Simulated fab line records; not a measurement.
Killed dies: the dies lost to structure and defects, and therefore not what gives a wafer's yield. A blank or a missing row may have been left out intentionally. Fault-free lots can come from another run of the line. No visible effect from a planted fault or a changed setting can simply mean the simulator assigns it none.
Matching of chambers || flow sky130 || rieDiel-02 running SKY_PASSIVATION_ETCH_11: 4 sister chambers
The step etches the open film in CF4/O2, stops on AlCu, target depth 725 nm, time 161.1 s. 16 wafers are shown with their chamber, then 8 later ones without.

## WAFERS WITH THEIR CHAMBER
{"wafer": "L076.1", "chamber": 0, "drypumpMotorCurrentA (A)": 5.6, "oesProductAu (a.u.)": 0.970, "throttleValvePct (%)": 5.971}
{"wafer": "L076.4", "chamber": 1, "drypumpMotorCurrentA (A)": 6.1, "oesProductAu (a.u.)": 0.980, "throttleValvePct (%)": 5.953}
{"wafer": "L076.6", "chamber": 0, "drypumpMotorCurrentA (A)": 5.6, "oesProductAu (a.u.)": 0.982, "throttleValvePct (%)": 5.974}
{"wafer": "L078.2", "chamber": 1, "drypumpMotorCurrentA (A)": 6.1, "oesProductAu (a.u.)": 0.980, "throttleValvePct (%)": 5.970}
{"wafer": "L078.5", "chamber": 1, "drypumpMotorCurrentA (A)": 6.1, "oesProductAu (a.u.)": 0.976, "throttleValvePct (%)": 5.977}
{"wafer": "L078.6", "chamber": 2, "drypumpMotorCurrentA (A)": 5.9, "oesProductAu (a.u.)": 0.986, "throttleValvePct (%)": 5.960}
{"wafer": "L081.1", "chamber": 1, "drypumpMotorCurrentA (A)": 6.2, "oesProductAu (a.u.)": 0.971, "throttleValvePct (%)": 5.948}
{"wafer": "L081.2", "chamber": 3, "drypumpMotorCurrentA (A)": 6.5, "oesProductAu (a.u.)": 0.976, "throttleValvePct (%)": 5.953}
{"wafer": "L081.6", "chamber": 3, "drypumpMotorCurrentA (A)": 6.4, "oesProductAu (a.u.)": 0.973, "throttleValvePct (%)": 5.973}
{"wafer": "L085.1", "chamber": 1, "drypumpMotorCurrentA (A)": 6.1, "oesProductAu (a.u.)": 0.971, "throttleValvePct (%)": 5.956}
{"wafer": "L085.4", "chamber": 3, "drypumpMotorCurrentA (A)": 6.4, "oesProductAu (a.u.)": 0.974, "throttleValvePct (%)": 5.949}
{"wafer": "L085.5", "chamber": 0, "drypumpMotorCurrentA (A)": 5.6, "oesProductAu (a.u.)": 0.971, "throttleValvePct (%)": 5.973}
{"wafer": "L089.1", "chamber": 1, "drypumpMotorCurrentA (A)": 6.1, "oesProductAu (a.u.)": 0.971, "throttleValvePct (%)": 5.968}
{"wafer": "L089.2", "chamber": 3, "drypumpMotorCurrentA (A)": 6.4, "oesProductAu (a.u.)": 0.975, "throttleValvePct (%)": 5.952}
{"wafer": "L089.5", "chamber": 3, "drypumpMotorCurrentA (A)": 6.4, "oesProductAu (a.u.)": 0.978, "throttleValvePct (%)": 5.962}
{"wafer": "L090.2", "chamber": 2, "drypumpMotorCurrentA (A)": 5.9, "oesProductAu (a.u.)": 0.981, "throttleValvePct (%)": 5.965}

SIGNATURES (averages over the wafers above)
{"reading": "drypumpMotorCurrentA", "chamber 0": 5.600, "chamber 1": 6.117, "chamber 2": 5.900, "chamber 3": 6.420, "scatter within a chamber": 0.0369}
{"reading": "oesProductAu", "chamber 0": 0.97433, "chamber 1": 0.97483, "chamber 2": 0.98350, "chamber 3": 0.97520, "scatter within a chamber": 0.00423}
{"reading": "throttleValvePct", "chamber 0": 5.97267, "chamber 1": 5.96200, "chamber 2": 5.96250, "chamber 3": 5.95780, "scatter within a chamber": 0.0093}
Rule: a wafer lies at a distance from a chamber equal to the root of the sum of squares, over the readings, of (its reading less the chamber's mean, divided by the reading's scatter). If the next closest chamber is less than 2 further off than the closest, the wafer can't be placed; otherwise it belongs to the closest. The scatter is the square root of a quotient: the sum, over the shown wafers, of each reading's squared deviation from its chamber's mean, divided by wafers minus chambers.

## WAFERS WITH NO CHAMBER GIVEN
{"wafer": "L090.4", "drypumpMotorCurrentA (A)": 6.5, "oesProductAu (a.u.)": 0.991, "throttleValvePct (%)": 5.978}
{"wafer": "L090.6", "drypumpMotorCurrentA (A)": 6.1, "oesProductAu (a.u.)": 0.981, "throttleValvePct (%)": 5.971}
{"wafer": "L094.1", "drypumpMotorCurrentA (A)": 6.1, "oesProductAu (a.u.)": 0.981, "throttleValvePct (%)": 5.958}
{"wafer": "L094.4", "drypumpMotorCurrentA (A)": 5.9, "oesProductAu (a.u.)": 0.991, "throttleValvePct (%)": 5.976}
{"wafer": "L094.5", "drypumpMotorCurrentA (A)": 6.2, "oesProductAu (a.u.)": 0.980, "throttleValvePct (%)": 5.952}
{"wafer": "L096.1", "drypumpMotorCurrentA (A)": 5.9, "oesProductAu (a.u.)": 0.981, "throttleValvePct (%)": 5.952}
{"wafer": "L096.2", "drypumpMotorCurrentA (A)": 6.5, "oesProductAu (a.u.)": 0.969, "throttleValvePct (%)": 5.950}
{"wafer": "L096.5", "drypumpMotorCurrentA (A)": 6.4, "oesProductAu (a.u.)": 0.989, "throttleValvePct (%)": 5.966}

## EACH ONE'S CHAMBER
{"wafer": "L090.4", "from the rows above": 3, "in truth": 3}
{"wafer": "L090.6", "from the rows above": 1, "in truth": 1}
{"wafer": "L094.1", "from the rows above": 1, "in truth": 1}
{"wafer": "L094.4", "from the rows above": 2, "in truth": 2}
{"wafer": "L094.5", "from the rows above": 1, "in truth": 1}
{"wafer": "L096.1", "from the rows above": 2, "in truth": 2}
{"wafer": "L096.2", "from the rows above": 3, "in truth": 3}
{"wafer": "L096.5", "from the rows above": 3, "in truth": 3}
Correctly placed: 8 of 8. Number that these rows cannot place: 0. 0 placed wrongly.
